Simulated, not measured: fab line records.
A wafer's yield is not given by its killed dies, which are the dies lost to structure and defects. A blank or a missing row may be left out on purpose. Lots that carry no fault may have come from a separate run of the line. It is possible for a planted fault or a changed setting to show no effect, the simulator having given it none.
The tool behind it: which one? -- flow sky130 -- route of 708 steps, sampled at 1 step: 14 lots, 42 wafers

WHAT THE GAUGES SHOWED, per wafer
The record lacks any reading of a measuring or inspecting step that a usual standard deviation could be used to judge.

TOOL THAT RAN EACH LOT (tool first, then ch and the chambers of the sampled wafers, then the start)
lot,SKY_FIELD_ISO_PEB_11
L609,"litho track-02 ch 0, day 2 05:00"
L610,"litho track-01 ch 0, day 2 11:00"
L611,"litho track-03 ch 0, day 2 17:00"
L616,"litho track-01 ch 0, day 3 15:00"
L618,"litho track-01 ch 0, day 4 02:00"
L619,"litho track-02, day 4 09:00"
L620,"litho track-01, day 4 13:00"
L621,"litho track-01 ch 0, day 4 19:00"
L623,"litho track-03 ch 0, day 5 03:00"
L628,"litho track-01 ch 0, day 6 06:00"
L629,"litho track-03 ch 0, day 6 14:00"
L630,"litho track-02 ch 0, day 6 17:00"
L631,"litho track-01 ch 0, day 7 00:00"
L632,"litho track-03 ch 0, day 7 05:00"
- SKY_FIELD_ISO_PEB_11

AS READ BY THE TOOLS THEMSELVES (means over the sampled wafers that have a number; for cases with no such wafer, the mark the record gives instead)
SKY_FIELD_ISO_PEB_11.
lot,tool,exhaust pa (Pa)
L609,litho track-02,45.0
L610,litho track-01,44.2
L611,litho track-03,44.3
L616,litho track-01,44.4
L618,litho track-01,45.2
L619,litho track-02,-
L620,litho track-01,-
L621,litho track-01,45.8
L623,litho track-03,43.7
L628,litho track-01,44.2
L629,litho track-03,44.0
L630,litho track-02,44.7
L631,litho track-01,45.2
L632,litho track-03,45.5

THE ANSWER, worked out from the rows above alone
Rule: the usual values come from the lots themselves. The widest of any qualifying gaps counts: lots, ordered by their means at a reading, are off when they make up no more than a third of the lots, leave a main group of 4 or more, and stand apart from it by 3 or more times the standard deviation of that group's means. The tables above print the reading to a certain number of digits; a main group whose means all agree to those digits is not used. Also off: a lot with no number at a reading for which 4 or more lots have one. Any other lot the step has rows for is counted as sound. Order of review: gauges by route order, followed by the tools' own readings, for which a lot's mean as printed above is used. The first step at which some lot is off is used, and at that step the reading that is off furthest; a lot without a number counts as furthest.
Off: L619, L620, at SKY_FIELD_ISO_PEB_11 (exhaust pa). Without a number there: L619, L620. The main group: mean 44.7 Pa, standard deviation 0.62.
A tool fits if, at that step or a process step before it, it ran every lot that is off, and no sound lot after the first of them. None of those tried fits.

WHAT THE SIMULATOR HAD PUT IN
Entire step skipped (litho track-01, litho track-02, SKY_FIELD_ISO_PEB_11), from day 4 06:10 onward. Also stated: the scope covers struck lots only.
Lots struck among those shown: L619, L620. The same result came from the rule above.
